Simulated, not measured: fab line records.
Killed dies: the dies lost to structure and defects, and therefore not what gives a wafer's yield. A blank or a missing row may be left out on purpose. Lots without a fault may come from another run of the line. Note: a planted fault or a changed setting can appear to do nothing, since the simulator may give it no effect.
fab line records	flow sky130
record: lots: 12	wafers: 36	last_day: 50
route steps=708 shown VT_ADJUST_LVTN@106 SONOS_TUNNEL@162 POLY_GATE@228
lots with no fault: from the same line, run without faults
start_h: the number of hours between the record's first day and the start of the first shown wafer of the lot	wait_h: time in hours since the lot's previous step	" the same as in the row above	L1.1+2: a single row standing in for several wafers	- no value, or no start was given	* or withheld: withheld	< > ~ a bound
route shown NAME@n: a module of which the file shows steps, and the number in the route of the first	usual: mean and standard deviation over wafers with no fault	same: alike in all rows	chamber/n: place in a boat	sites: per-site readings	_std_site: the values' standard deviation	_edge_site: the outer-site mean with the inner-site mean subtracted	radius_mm: how far each site lies from the wafer's centre	mask NAME#n: copy n	behind: the most recent tool/chamber to have shaped the wafer	hold: cause of the lot's hold/its duration in hours/its outcome	device: transistor that didn't switch, given as n, p or np	end of line: tests run on the same wafers once the route is complete	a step with no rows: only its recipe	killed: count of dies lost to structure and defects at first sort (not the wafer's yield)	map: shows each die of a wafer: x if killed, . if not, _ if none is there
set.NAME: setting as actually run; set.NAME@STEP: the setting as run at that earlier step	model.NAME: the simulator's own value behind a step, which no gauge read
a sample of lots followed through the steps of the route, with each step as a table and each wafer as a row
services: when a tool's chamber went out of use (start_h, in hours from the record's first day, below 0 if earlier), for how many hours, and the reason
== steps ==
step: SKY_VT_ADJUST_LVTN_STRIP_09
recipe: chemistry: O2/N2	power_w: 1400	pressure_mtorr: 1500	platen_temp_c: withheld	o2_flow_sccm: 3000	n2_flow_sccm: 300	overash_fraction: 0.5
usual: drypump_motor_current_A: 5.7/0.43	oes_product_au: 0.722/0.0044	strip_time_to_endpoint_s: 36.93/0.089
lot.wafer	tool	chamber	start_h	wait_h	drypump_motor_current_A	oes_product_au	rf_hours_counter_h	strip_time_to_endpoint_s
L313.2	plasma_asher-01	0	149.59	0.1	6.3	0.720	3	36.88
L313.5	"	0	"	"	6.3	0.724	-	36.91
L313.6	"	1	"	"	5.4	0.718	-	36.94
L314.2	plasma_asher-02	1	156.00	0.1	4.9	0.727	47	36.98
L314.3	"	1	"	"	4.9	0.722	-	36.94
L314.4	"	0	"	"	5.9	0.719	-	36.94
L316.2	plasma_asher-01	1	167.50	0.1	5.4	0.721	5	36.88
L316.3	"	1	"	"	5.4	0.727	-	36.91
L316.6	"	0	"	"	6.3	0.723	-	36.85
L317.1	plasma_asher-01	1	173.64	0.1	5.4	0.715	6	36.80
L317.3	"	0	"	"	6.3	0.727	-	36.89
L317.5	"	1	"	"	5.4	0.719	-	36.92
L318.3	plasma_asher-03	1	183.89	0.1	5.9	0.723	-	36.85
L318.4	"	0	"	"	5.6	0.727	-	36.87
L318.5	"	0	"	"	5.6	0.724	-	36.90
L327.1	plasma_asher-02	1	237.10	0.1	4.9	0.719	56	36.87
L327.2	"	0	"	"	5.8	0.723	56	36.95
L327.5	"	0	"	"	5.8	0.727	-	36.88
L329.2	plasma_asher-03	1	256.00	0.1	5.9	0.722	44	37.10
L329.5	"	0	"	"	5.6	0.721	-	36.97
L329.6	"	1	"	"	5.9	0.723	-	37.03
L330.1	plasma_asher-01	0	263.04	0.1	6.3	0.721	15	37.04
L330.3	"	1	"	"	5.4	0.717	-	37.08
L330.5	"	1	"	"	5.4	0.721	-	37.04
L331.3	plasma_asher-02	1	266.94	0.1	4.9	0.728	-	37.00
L331.4	"	0	"	"	5.8	0.725	-	37.02
L331.6	"	1	"	"	4.9	0.730	-	37.07
L333.2	plasma_asher-01	1	282.75	0.1	5.4	0.720	17	36.83
L333.4	"	1	"	"	5.4	0.723	-	36.81
L333.6	"	1	"	"	5.4	0.716	-	36.97
L334.1	plasma_asher-02	1	289.05	0.1	4.9	0.724	61	36.73
L334.4	"	1	"	"	4.9	0.721	-	36.79
L334.6	"	1	"	"	4.9	0.719	-	36.92
L335.1	plasma_asher-03	1	295.09	0.1	5.9	0.720	47	37.09
L335.2	"	0	"	"	5.6	0.723	47	37.10
L335.6	"	1	"	"	5.9	0.713	-	37.15
step: SKY_SONOS_TUNNEL_OVL_MEAS_08
usual: SONOS_TUNNEL_OVL: 0.5/1.5
lot.wafer	tool	chamber	start_h	wait_h	SONOS_TUNNEL_OVL[nm]
L313.2	overlay-02	-	258.44	0.1	1.4
L313.5	"	-	"	"	1.0
L313.6	"	-	"	"	1.1
L314.2	overlay-02	-	266.29	0.1	1.7
L314.3	"	-	"	"	1.6
L314.4	"	-	"	"	2.2
L316.2	overlay-01	-	279.29	0.1	-0.9
L316.3	"	-	"	"	-0.8
L316.6	"	-	"	"	-2.2
L317.1	overlay-02	-	288.33	0.1	-0.4
L317.3	"	-	"	"	-0.3
L317.5	"	-	"	"	-0.6
L318.3	overlay-02	-	300.70	0.1	1.1
L318.4	"	-	"	"	1.2
L318.5	"	-	"	"	1.0
L327.1	overlay-02	-	364.77	0.1	-1.4
L327.2	"	-	"	"	0.2
L327.5	"	-	"	"	0.2
L329.2	overlay-02	-	388.59	0.1	0.6
L329.5	"	-	"	"	-0.6
L329.6	"	-	"	"	-1.1
L330.1	overlay-02	-	398.37	0.1	2.5
L330.3	"	-	"	"	1.9
L330.5	"	-	"	"	4.1
L331.3	overlay-02	-	401.73	0.1	-1.5
L331.4	"	-	"	"	-2.7
L331.6	"	-	"	"	-1.7
L333.2	overlay-02	-	421.69	0.1	-0.5
L333.4	"	-	"	"	-1.7
L333.6	"	-	"	"	-0.3
L334.1	overlay-01	-	429.92	0.1	1.9
L334.4	"	-	"	"	0.8
L334.6	"	-	"	"	1.6
L335.1	overlay-02	-	435.94	0.1	-0.6
L335.2	"	-	"	"	-0.1
L335.6	"	-	"	"	-1.0
step: SKY_POLY_GATE_OVL_MEAS_14
usual: POLY_GATE_OVL: -4/5.4
lot.wafer	tool	chamber	start_h	wait_h	POLY_GATE_OVL[nm]
L313.2	overlay-01	-	376.28	0.1	0
L313.5	"	-	"	"	-5
L313.6	"	-	"	"	-1
L314.2	overlay-01	-	390.49	0.1	-5
L314.3	"	-	"	"	-1
L314.4	"	-	"	"	-6
L316.2	overlay-02	-	402.09	0.1	1
L316.3	"	-	"	"	-2
L316.6	"	-	"	"	-3
L317.1	overlay-02	-	418.37	0.1	-3
L317.3	"	-	"	"	2
L317.5	"	-	"	"	-1
L318.3	overlay-01	-	428.38	0.1	-7
L318.4	"	-	"	"	-3
L318.5	"	-	"	"	-8
L327.1	overlay-01	-	508.84	0.1	-4
L327.2	"	-	"	"	-15
L327.5	"	-	"	"	-9
L329.2	overlay-01	-	524.19	0.1	-12
L329.5	"	-	"	"	-11
L329.6	"	-	"	"	-10
L330.1	overlay-02	-	534.67	0.1	-2
L330.3	"	-	"	"	-2
L330.5	"	-	"	"	2
L331.3	overlay-01	-	538.40	0.1	-1
L331.4	"	-	"	"	-7
L331.6	"	-	"	"	-8
L333.2	overlay-02	-	558.54	0.1	-4
L333.4	"	-	"	"	-7
L333.6	"	-	"	"	-4
L334.1	overlay-02	-	569.83	0.1	-10
L334.4	"	-	"	"	-12
L334.6	"	-	"	"	-6
L335.1	overlay-02	-	574.47	0.1	-10
L335.2	"	-	"	"	3
L335.6	"	-	"	"	3
step: SKY_POLY_GATE_ETCH_17
recipe: target_depth_nm: 180	stop_on: SiO2	over_etch_frac: 0.56667	chemistry: HBr/Cl2	target: poly-Si	icp_w: 400	bias_w: 100	pressure_mtorr: 10	HBr_flow_sccm: 150	Cl2_flow_sccm: 50	time_s: 70.5
usual: drypump_motor_current_A: 5.86/0.27	oes_product_au: 0.988/0.0078	run_length_s: 98.6/0.44	throttle_valve_pct: 33.684/0.0081
lot.wafer	tool	chamber	start_h	wait_h	drypump_motor_current_A	oes_product_au	rf_hours_counter_h	run_length_s	throttle_valve_pct
L313.2	rie_si-02	3	376.49	0.0	6.19	0.986	2	98.6	33.692
L313.5	"	0	"	"	6.22	0.973	-	98.9	33.684
L313.6	"	3	"	"	6.22	0.975	-	98.5	33.691
L314.2	rie_si-02	0	390.70	0.0	6.18	0.983	58	99.0	33.695
L314.3	"	3	"	"	6.21	0.986	2	99.4	33.681
L314.4	"	2	"	"	5.61	0.985	46	98.2	33.683
L316.2	rie_si-02	1	402.31	0.0	5.75	0.980	2	98.2	33.686
L316.3	"	3	"	"	6.19	0.978	3	90.0	33.678
L316.6	"	0	"	"	6.18	0.967	-	99.1	33.681
L317.1	rie_si-02	3	418.59	0.0	6.19	0.991	3	90.2	33.677
L317.3	"	0	"	"	6.18	0.997	59	99.5	33.685
L317.5	"	3	"	"	6.17	0.998	-	90.5	33.675
L318.3	rie_si-02	3	428.59	0.0	6.20	0.994	3	90.2	33.702
L318.4	"	2	"	"	5.62	0.979	47	98.1	33.673
L318.5	"	1	"	"	5.76	0.979	-	98.0	33.685
L327.1	rie_si-02	0	509.05	0.0	6.19	0.980	0	99.1	33.681
L327.2	"	1	"	"	5.74	0.984	3	98.0	33.673
L327.5	"	2	"	"	5.63	0.984	-	97.9	33.669
L329.2	rie_si-02	0	524.40	0.0	6.18	0.997	0	99.4	33.685
L329.5	"	1	"	"	5.69	0.978	-	98.1	33.678
L329.6	"	0	"	"	6.21	0.986	-	99.0	33.680
L330.1	rie_si-01	2	534.89	0.0	5.93	0.990	4	98.8	33.698
L330.3	"	0	"	"	5.46	0.985	3	98.5	33.682
L330.5	"	3	"	"	5.58	0.980	-	98.6	33.681
L331.3	rie_si-02	3	538.60	0.0	6.20	0.987	4	98.5	33.679
L331.4	"	1	"	"	5.75	0.993	-	98.4	33.685
L331.6	"	3	"	"	6.17	0.981	-	98.7	33.674
L333.2	rie_si-02	0	558.75	0.0	6.20	1.001	0	98.9	33.683
L333.4	"	0	"	"	6.20	0.999	-	99.3	33.685
L333.6	"	3	"	"	6.22	0.994	-	98.7	33.668
L334.1	rie_si-01	0	570.05	0.0	5.50	0.986	3	98.7	33.674
L334.4	"	3	"	"	5.58	0.992	-	98.6	33.682
L334.6	"	2	"	"	5.91	0.997	-	99.1	33.688
L335.1	rie_si-02	2	574.69	0.0	5.62	0.977	0	97.8	33.689
L335.2	"	3	"	"	6.20	0.993	4	98.6	33.702
L335.6	"	0	"	"	6.18	0.994	-	98.9	33.702
step: SKY_POLY_GATE_STRIP_18
recipe: chemistry: O2/N2	power_w: 1400	pressure_mtorr: 1500	platen_temp_c: withheld	o2_flow_sccm: 3000	n2_flow_sccm: 300	overash_fraction: 0.5
usual: drypump_motor_current_A: 5.8/0.45	oes_product_au: 0.360/0.0048	strip_time_to_endpoint_s: 3.16/0.042
lot.wafer	tool	chamber	start_h	wait_h	drypump_motor_current_A	oes_product_au	rf_hours_counter_h	strip_time_to_endpoint_s
L313.2	plasma_asher-04	0	376.54	0.0	6.1	0.362	62	3.23
L313.5	"	0	"	"	6.1	0.358	-	3.12
L313.6	"	1	"	"	6.0	0.359	-	3.15
L314.2	plasma_asher-04	1	390.76	0.0	6.0	0.369	64	3.15
L314.3	"	0	"	"	6.1	0.357	-	3.16
L314.4	"	1	"	"	6.0	0.353	-	3.12
L316.2	plasma_asher-01	0	402.36	0.0	6.3	0.361	29	3.20
L316.3	"	0	"	"	6.3	0.366	-	3.29
L316.6	"	0	"	"	6.3	0.371	-	3.15
L317.1	plasma_asher-02	0	418.64	0.0	5.8	0.360	74	3.28
L317.3	"	0	"	"	5.8	0.361	-	3.10
L317.5	"	0	"	"	5.8	0.365	-	3.30
L318.3	plasma_asher-04	1	428.68	0.1	6.0	0.364	-	3.24
L318.4	"	0	"	"	6.1	0.349	-	3.10
L318.5	"	1	"	"	6.0	0.359	-	3.10
L327.1	plasma_asher-01	0	509.11	0.0	6.2	0.356	41	3.10
L327.2	"	1	"	"	5.4	0.365	41	3.17
L327.5	"	0	"	"	6.3	0.364	-	3.08
L329.2	plasma_asher-01	0	524.46	0.0	6.3	0.357	43	3.18
L329.5	"	0	"	"	6.3	0.364	-	3.13
L329.6	"	1	"	"	5.4	0.350	-	3.11
L330.1	plasma_asher-04	1	534.94	0.0	6.0	0.360	75	3.18
L330.3	"	1	"	"	6.0	0.360	-	3.17
L330.5	"	1	"	"	6.0	0.370	-	3.24
L331.3	plasma_asher-01	1	538.69	0.1	5.4	0.360	-	3.19
L331.4	"	0	"	"	6.3	0.362	-	3.16
L331.6	"	1	"	"	5.4	0.364	-	3.15
L333.2	plasma_asher-01	1	558.81	0.0	5.4	0.360	46	3.14
L333.4	"	1	"	"	5.4	0.358	-	3.15
L333.6	"	1	"	"	5.4	0.362	-	3.16
L334.1	plasma_asher-04	1	570.10	0.0	6.0	0.358	79	3.16
L334.4	"	0	"	"	6.1	0.360	-	3.15
L334.6	"	0	"	"	6.1	0.363	-	3.13
L335.1	plasma_asher-01	0	574.74	0.0	6.2	0.360	48	3.15
L335.2	"	1	"	"	5.4	0.360	48	3.14
L335.6	"	1	"	"	5.4	0.360	-	3.12
== services ==
tool	chamber	start_h	hours	kind
rie_si-02	1	134.49	-	clean
rie_si-02	1	134.49	28.7	scheduled_down
rie_si-02	1	134.49	28.7	vent_cycle
plasma_asher-03	-	144.35	6.9	repair
plasma_asher-04	-	162.61	2.8	pm
rie_si-02	3	163.21	-	clean
plasma_asher-04	-	184.66	18.0	repair
plasma_asher-03	-	243.60	2.8	pm
plasma_asher-03	-	286.62	5.5	repair
rie_si-01	2	327.17	3.7	repair
rie_si-01	-	329.33	14.6	pm
rie_si-01	0	347.60	2.6	repair
plasma_asher-03	-	353.31	1.8	repair
plasma_asher-03	-	357.79	8.6	repair
rie_si-01	-	359.62	80.6	repair
rie_si-02	1	366.16	14.0	repair
plasma_asher-01	-	379.05	2.8	pm
plasma_asher-04	-	398.06	14.6	pm
plasma_asher-02	-	421.25	9.0	pm
plasma_asher-04	-	443.68	1.4	repair
plasma_asher-04	-	482.46	13.5	repair
rie_si-01	-	486.49	2.8	pm
plasma_asher-03	-	555.24	14.6	pm
rie_si-01	1	569.06	2.1	repair
== key ==
first_sign: step: SKY_POLY_GATE_ETCH_17	reading: run_length_s	direction: down	sigmas: 19	usual: *	struck: *
effect: step: SKY_POLY_GATE_STRIP_18	reading: strip_time_to_endpoint_s	direction: up	sigmas: 2.8	usual: *	struck: *
met_at SKY_POLY_GATE_ETCH_17
struck_lots L316,L317,L318
struck_wafers L316.3,L317.1,L317.5,L318.3
tester_left_out L316,L317,L318
not_acting_at SKY_VT_ADJUST_LVTN_STRIP_09,SKY_SONOS_TUNNEL_OVL_MEAS_08,SKY_POLY_GATE_OVL_MEAS_14
onset_between 390.70 402.31
fault: kind: process_parameter_drift	tool: rie_si-02	chamber: 3	onset_h: 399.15	steps: SKY_POLY_GATE_ETCH_17	channel: time_s	offset: *	shape: step	end_h: 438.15	acts_in: *	stated: *
tester_left_out: of these lots the tester's yield and bins aren't shown, on N5 and GAA mostly nor the transistor test; their killed dies are dies lost to structure and defects alone, not to doping, threshold or leakage, so they don't give the yield
